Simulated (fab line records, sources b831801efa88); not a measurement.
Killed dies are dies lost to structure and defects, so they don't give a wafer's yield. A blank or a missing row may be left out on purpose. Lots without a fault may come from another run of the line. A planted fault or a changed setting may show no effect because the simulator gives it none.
One fault seen from 2 desks | flow sky130 | each desk has only its own numbers; what lay behind them comes last

THE METROLOGY DESK
What the gauges read, lot by lot, whatever tool the lot ran on: means of the sampled wafers that have a number. A lot is out of limits, marked OUT, if its mean lies more than 4 standard deviations from the usual mean; the brackets give that distance.
Columns: A = SONOS_TUNNEL_TW at SKY_SONOS_TUNNEL_TW_MEAS_12, usual 197.2; B = SONOS_ONO_OXIDATION_THK at SKY_SONOS_ONO_THK_MEAS_01, usual 2.62 nm; C = SONOS_ONO_CVD_02_THK at SKY_SONOS_ONO_THK_MEAS_03, usual 10.47 nm; D = SONOS_ONO_CVD_04_THK at SKY_SONOS_ONO_THK_MEAS_05, usual 5.63 nm; E = cd_nm at SKY_SONOS_ONO_CD_MEAS_13, usual 409.0 nm; F = SONOS_ONO_OVL at SKY_SONOS_ONO_OVL_MEAS_14, usual -0.8 nm
lot  | first seen here | A     | B    | C     | D    | E     | F
L275 | day 12 02:55    | 196.6 | 2.64 | 10.49 | 5.75 | 409.5 | -0.9
L278 | day 13 04:06    | 198.4 | 2.65 | 10.40 | 5.65 | 405.2 | -2.1
L282 | day 13 23:27    | 196.5 | 2.62 | 10.44 | 5.77 | 404.3 | -0.6
L287 | day 15 04:11    | 199.6 | 2.58 | 10.28 | 5.61 | 408.2 | -2.4
L290 | day 16 10:55    | 197.2 | 2.63 | 10.49 | 5.66 | 408.6 | 0.2
L291 | day 16 19:26    | 197.7 | 2.63 | 10.56 | 5.58 | 411.7 | -0.9
This desk's finding: nothing out of limits on any of the 6 lots.

THE TOOL OWNER'S DESK: iline_stepper-02
The tool's own readings at SKY_SONOS_ONO_EXPOSE_10 (exposes mask ONOM, target cd 410 nm): means of the sampled wafers that have a number, for each lot that ran on this tool. A lot is out of limits, marked OUT, if its mean lies more than 4 standard deviations from the usual mean; the brackets give that distance.
Columns: A = exposure_dose_mJ_cm2 at SKY_SONOS_ONO_EXPOSE_10, usual 151.75
lot  | first seen here | A
L278 | day 13 21:59    | 151.86
L282 | day 14 20:40    | 154.03 (+14) OUT
L287 | day 16 03:17    | 153.73 (+12) OUT
This desk's finding: out of limits on L282, L287; first on L282, day 14 20:40 (exposure_dose_mJ_cm2 at SKY_SONOS_ONO_EXPOSE_10). In limits: L278.

PUT TOGETHER
The tool owner's desk could have raised an alarm at day 14 20:40, on L282, L287.
The metrology desk saw nothing out of limits.
The metrology desk has L282, L287 on record, within its limits.
Of the lots named, all ran SKY_SONOS_ONO_EXPOSE_10 on iline_stepper-02.

WHAT THE SIMULATOR HAD PUT IN
Process parameter drift: iline_stepper-02, from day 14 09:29 on, at SKY_SONOS_ONO_EXPOSE_10. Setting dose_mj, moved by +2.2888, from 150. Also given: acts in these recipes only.
Lots struck among those shown: L282, L287.
Hours from the fault's start to each desk's first reading out of limits: the tool owner's desk, 11.
